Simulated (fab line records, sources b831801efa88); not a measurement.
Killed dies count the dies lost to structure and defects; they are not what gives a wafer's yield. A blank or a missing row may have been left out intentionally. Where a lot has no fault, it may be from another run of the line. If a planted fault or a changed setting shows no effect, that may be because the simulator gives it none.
Problem report, 8D (eight disciplines) form, completed by code / flow sky130 / the parts of the form that need people (team, actions taken, sign-off) are left out

== 1. THE ISSUE ==
CAPM_TIN_RS at SKY_CAPM_RS_MEAS_03 reads a mean of 7.98 ohm/sq on 3 wafers of 2 lots; wafers without a fault read 6.91 ohm/sq with a standard deviation of 0.074. That puts it +14 standard deviations away from the usual mean.
The step: measures by four-point-probe.
The first sign was on wafer L690.1 at day 41 09:29, on filmMetro-02. At this step, 30 wafers from 10 lots have a number in the record. The rule behind "out" and "out of limits": a value lying over 4 standard deviations away from the usual mean. The rest of the wafers with a number are treated as sound.

== 2. WHAT IT IS, WHAT IT ISN'T ==
question=which readings at this step | is=CAPM_TIN_RS | is not=-
question=which lots | is=L690, L695 | is not=L680, L681, L682, L683, L684, L685, L686, L689
question=which wafers of those lots | is=L690.1, L690.5, L695.5 | is not=L690.3, L695.3, L695.4
question=read on which gauges | is=filmMetro-02, filmMetro-04 | is not=filmMetro-01
question=when | is=from day 41 09:29 | is not=up to then (25 sound wafers); but 2 sound wafers of L695 came after

== 3. THE SUSPECTS, EACH WITH WHAT RULES IT OUT ==
Counting: a tool at a process step up to the reading stays a suspect if it ran every lot that is out. Sound lots after the first of them don't rule it out here, since some wafers of a struck lot are sound.
- the gauge at SKY_CAPM_RS_MEAS_03 has been ruled out. 2 gauges (filmMetro-02, filmMetro-04) read the wafers that are out.
- plasmaAsher-01 at SKY_VIA2_STRIP_16 (strips in O2/N2): kept. It processed each lot that is out (first: L690, day 41 07:52); up to then, its last sound lot is L684 (day 39 06:55).
- pvdSputter-03 at SKY_CAPM_SPUTTER_02 (material TiN, target thk 200 nm, time 166.7 s): kept. It processed each lot that is out (first: L690, day 41 09:22); up to then, its last sound lot is L684 (day 39 08:30).
The count leaves pvdSputter-03 at SKY_CAPM_SPUTTER_02 and plasmaAsher-01 at SKY_VIA2_STRIP_16.

== 4. THE CAUSE (what the simulator had put in) ==
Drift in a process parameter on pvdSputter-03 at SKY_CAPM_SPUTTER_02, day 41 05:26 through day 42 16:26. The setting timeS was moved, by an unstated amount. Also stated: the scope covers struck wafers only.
Counting leaves 2 suspects; this tool is one of them.

== 5. THE EFFECT CHAIN, in route order ==
Each row: a reading whose mean over the struck wafers that have a number lies more than 3 standard deviations from the usual. Only readings whose record carries a usual standard deviation are examined. hours: median over the lots of the time between each lot's start at the first step of this table that gives one and its start at this step. sigmas: the change, counted in usual standard deviations.
hours=0; step=SKY_CAPM_RS_MEAS_03; reading=CAPM_TIN_RS; usual=6.91 ohm/sq; on struck wafers=7.98; change=+1.07; sigmas=+14
hours=0; step=SKY_CAPM_THK_MEAS_04; reading=CAPM_TIN_THK; usual=201.6 nm; on struck wafers=176.2; change=-25.4; sigmas=-11
hours=23; step=SKY_CAPM_METAL_ETCH_13; reading=oesProductAu; usual=0.942 a.u.; on struck wafers=0.870; change=-0.072; sigmas=-9.7
hours=23; step=SKY_CAPM_METAL_ETCH_13; reading=throttleValvePct; usual=21.903 %; on struck wafers=21.942; change=+0.039; sigmas=+3.9
Its process steps:
- SKY_CAPM_METAL_ETCH_13: etches TiN in Cl2/BCl3, stops on SiO2, target depth 220 nm, time 62.9 s.

== 6. WHAT WOULD HAVE CAUGHT IT SOONER ==
Counted from the fault's start at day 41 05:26, it took 4 hours until the first out-of-limits reading at a measuring or inspecting step in this record, taken at day 41 09:29.
No tool reading at SKY_CAPM_SPUTTER_02 that has a usual standard deviation in the record was out on any struck wafer, so an alarm limit of 4 standard deviations on those readings would not have fired.
Lots out: 2; of these, L695 started SKY_CAPM_SPUTTER_02 on pvdSputter-03 after day 41 09:29. Holding the tool at that time would have saved it.
